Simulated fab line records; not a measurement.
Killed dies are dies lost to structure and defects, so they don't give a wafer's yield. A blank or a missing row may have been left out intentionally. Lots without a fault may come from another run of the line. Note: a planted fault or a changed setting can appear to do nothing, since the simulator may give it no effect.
Which tool was responsible? | flow gf180mcu | 39 wafers from 13 lots sampled at 5 of the route's 602 steps

WHAT EACH GAUGE READ, for each wafer
GF_PSD_RS_MEAS_14: uses a four-point probe to measure. Usual: NSD_RS typically reads 46.14 ohm/sq, with standard deviation 0.081.
lot  | measured     | on           | NSD_RS (ohm/sq)   | flag
L113 | day 14 00:28 | filmMetro-04 | 46.15 46.16 46.14 | 
L114 | day 14 11:55 | filmMetro-04 | 46.09 46.16 46.16 | 
L116 | day 14 18:42 | filmMetro-01 | 46.13 46.14 46.15 | 
L117 | day 15 06:11 | filmMetro-01 | 46.30 46.20 46.15 | 
L118 | day 15 11:34 | filmMetro-03 | 46.15 46.07 46.07 | 
L121 | day 16 18:20 | filmMetro-01 | 46.18 46.16 46.18 | 
L122 | day 17 08:04 | filmMetro-03 | 46.20 46.10 46.20 | 
L123 | day 17 08:33 | filmMetro-03 | 46.15 46.05 46.21 | 
L124 | day 17 15:29 | filmMetro-04 | 46.10 46.15 46.21 | 
L128 | day 19 17:23 | filmMetro-01 | 46.23 46.15 46.25 | 
L130 | day 20 03:17 | filmMetro-03 | 46.07 46.04 46.05 | 
L132 | day 20 15:20 | filmMetro-01 | 46.06 46.05 46.15 | 
L131 | day 20 15:34 | filmMetro-03 | 46.07 46.15 46.20 | 

GF_SAB_CD_MEAS_09: target cd 420 nm. Usual: cdNm 419.5 nm, standard deviation 2.
lot  | measured     | on       | cdNm (nm)         | flag
L113 | day 14 20:13 | cdSem-01 | 418.4 419.2 420.9 | 
L114 | day 15 09:53 | cdSem-01 | 422.2 420.3 421.4 | 
L116 | day 15 16:44 | cdSem-01 | 419.0 420.3 419.6 | 
L117 | day 16 04:26 | cdSem-01 | 416.6 418.1 416.8 | 
L118 | day 16 10:31 | cdSem-01 | 418.8 419.3 419.2 | 
L121 | day 17 17:23 | cdSem-02 | 417.4 416.6 417.5 | 
L122 | day 18 07:43 | cdSem-02 | 420.4 418.5 418.5 | 
L123 | day 18 07:57 | cdSem-01 | 421.9 421.3 419.6 | 
L124 | day 18 15:05 | cdSem-02 | 420.1 420.3 421.2 | 
L128 | day 20 18:06 | cdSem-01 | 417.4 419.1 419.3 | 
L130 | day 21 03:28 | cdSem-02 | 419.0 417.5 420.0 | 
L132 | day 21 15:43 | cdSem-02 | 421.8 421.7 420.8 | 
L131 | day 21 15:51 | cdSem-01 | 419.8 419.8 419.2 | 

GF_CONTACT_THK_MEAS_03. Usual: CONTACT_CVD_02_THK typically reads 859 nm, with standard deviation 12.
lot  | measured     | on           | CONTACT_CVD_02_THK (nm) | flag
L113 | day 14 21:26 | filmMetro-01 | 829 843 859             | 
L114 | day 15 11:05 | filmMetro-02 | 843 841 866             | 
L116 | day 15 17:56 | filmMetro-02 | 855 870 859             | 
L117 | day 16 05:37 | filmMetro-04 | 836 857 870             | 
L118 | day 16 11:43 | filmMetro-02 | 843 858 857             | 
L121 | day 17 18:34 | filmMetro-02 | 860 852 872             | 
L122 | day 18 08:53 | filmMetro-02 | 867 865 868             | 
L123 | day 18 09:10 | filmMetro-01 | 854 864 870             | 
L124 | day 18 16:16 | filmMetro-04 | 849 875 874             | 
L128 | day 20 19:17 | filmMetro-01 | 835 846 856             | 
L130 | day 21 04:40 | filmMetro-02 | 936 936 948             | OFF
L132 | day 21 16:55 | filmMetro-01 | 885 877 888             | 
L131 | day 21 17:02 | filmMetro-01 | 927 931 947             | OFF

TOOL THAT RAN EACH LOT (tool first, then ch and the chambers of the sampled wafers, then the start)
lot  | GF_SALICIDE_SPUTTER_02      | GF_CONTACT_CVD_02
L113 | pvdSputter-03, day 14 20:44 | pecvd-01 ch 0,1,2, day 14 21:22
L114 | pvdSputter-01, day 15 10:23 | pecvd-02 ch 0,1, day 15 11:01
L116 | pvdSputter-03, day 15 17:13 | pecvd-01 ch 1,2, day 15 17:50
L117 | pvdSputter-01, day 16 04:55 | pecvd-01 ch 0,1,2, day 16 05:32
L118 | pvdSputter-01, day 16 11:01 | pecvd-02 ch 0,2, day 16 11:38
L121 | pvdSputter-01, day 17 17:51 | pecvd-02 ch 1,2, day 17 18:29
L122 | pvdSputter-03, day 18 08:10 | pecvd-01 ch 0,2, day 18 08:48
L123 | pvdSputter-02, day 18 08:27 | pecvd-03 ch 0,1,2, day 18 09:05
L124 | pvdSputter-01, day 18 15:33 | pecvd-01 ch 0,1,2, day 18 16:11
L128 | pvdSputter-02, day 20 18:35 | pecvd-01 ch 1,2, day 20 19:13
L130 | pvdSputter-01, day 21 03:58 | pecvd-01 ch 0,1, day 21 04:36
L132 | pvdSputter-03, day 21 16:13 | pecvd-02 ch 0,1,2, day 21 16:50
L131 | pvdSputter-01, day 21 16:20 | pecvd-01 ch 0,1, day 21 16:58
- GF_SALICIDE_SPUTTER_02: material Co, target thk 10 nm, time 20 s.
- GF_CONTACT_CVD_02: deposits SiO2 from TEOS, target thk 860 nm, time 95.992 s.

AS READ BY THE TOOLS THEMSELVES (means over the sampled wafers that have a number; for cases with no such wafer, the mark the record gives instead)
GF_SALICIDE_SPUTTER_02. Usual: cathodeDcPowerW 1000.00 W, standard deviation 0.18; throttleValvePct 30.2 %, standard deviation 0.94.
lot  | tool          | cathodeDcPowerW (W) | throttleValvePct (%) | flag
L113 | pvdSputter-03 | 1000.11             | 30.0                 | 
L114 | pvdSputter-01 | 1000.01             | 30.5                 | 
L116 | pvdSputter-03 | 999.88              | 29.6                 | 
L117 | pvdSputter-01 | 1000.13             | 30.5                 | 
L118 | pvdSputter-01 | 999.90              | 30.4                 | 
L121 | pvdSputter-01 | 1000.17             | 30.9                 | 
L122 | pvdSputter-03 | 1000.03             | 30.1                 | 
L123 | pvdSputter-02 | 1000.06             | 29.5                 | 
L124 | pvdSputter-01 | 999.97              | 30.8                 | 
L128 | pvdSputter-02 | 999.89              | 30.6                 | 
L130 | pvdSputter-01 | 999.82              | 30.0                 | 
L132 | pvdSputter-03 | 999.86              | 30.7                 | 
L131 | pvdSputter-01 | 1000.02             | 30.6                 | 

GF_CONTACT_CVD_02. Usual: heaterPowerW 651 W, standard deviation 110.
lot  | tool     | heaterPowerW (W) | flag
L113 | pecvd-01 | 608              | 
L114 | pecvd-02 | 666              | 
L116 | pecvd-01 | 600              | 
L117 | pecvd-01 | 586              | 
L118 | pecvd-02 | 747              | 
L121 | pecvd-02 | 793              | 
L122 | pecvd-01 | 635              | 
L123 | pecvd-03 | 652              | 
L124 | pecvd-01 | 606              | 
L128 | pecvd-01 | 551              | 
L130 | pecvd-01 | 531              | 
L132 | pecvd-02 | 761              | 
L131 | pecvd-01 | 527              | 

THE ANSWER, worked out from the rows above alone
Rule: a lot counts as off when the mean over its wafers that have a number is more than 3 standard deviations away from the usual mean. Also off: a lot with no number at a reading for which 4 or more lots have one. Where the step has rows for the other lots, those lots are counted as sound. The gauges are gone through in route order, then the tools' own readings, and for those a lot's mean is taken as printed above. At the first step where some lot is off, the reading lying furthest off is the one used; lots without a number count as furthest.
Off: at GF_CONTACT_THK_MEAS_03 (CONTACT_CVD_02_THK), L130, L131.
If a tool, at a process step before that reading, ran all the lots that are off and no sound lot after the first of them, it fits. Those tools and the gauges at GF_CONTACT_THK_MEAS_03 are tried in the same way. 2 tools fit, pvdSputter-01 at GF_SALICIDE_SPUTTER_02 and pecvd-01 at GF_CONTACT_CVD_02, so this cannot tell which one it is.

WHAT THE SIMULATOR HAD INSERTED
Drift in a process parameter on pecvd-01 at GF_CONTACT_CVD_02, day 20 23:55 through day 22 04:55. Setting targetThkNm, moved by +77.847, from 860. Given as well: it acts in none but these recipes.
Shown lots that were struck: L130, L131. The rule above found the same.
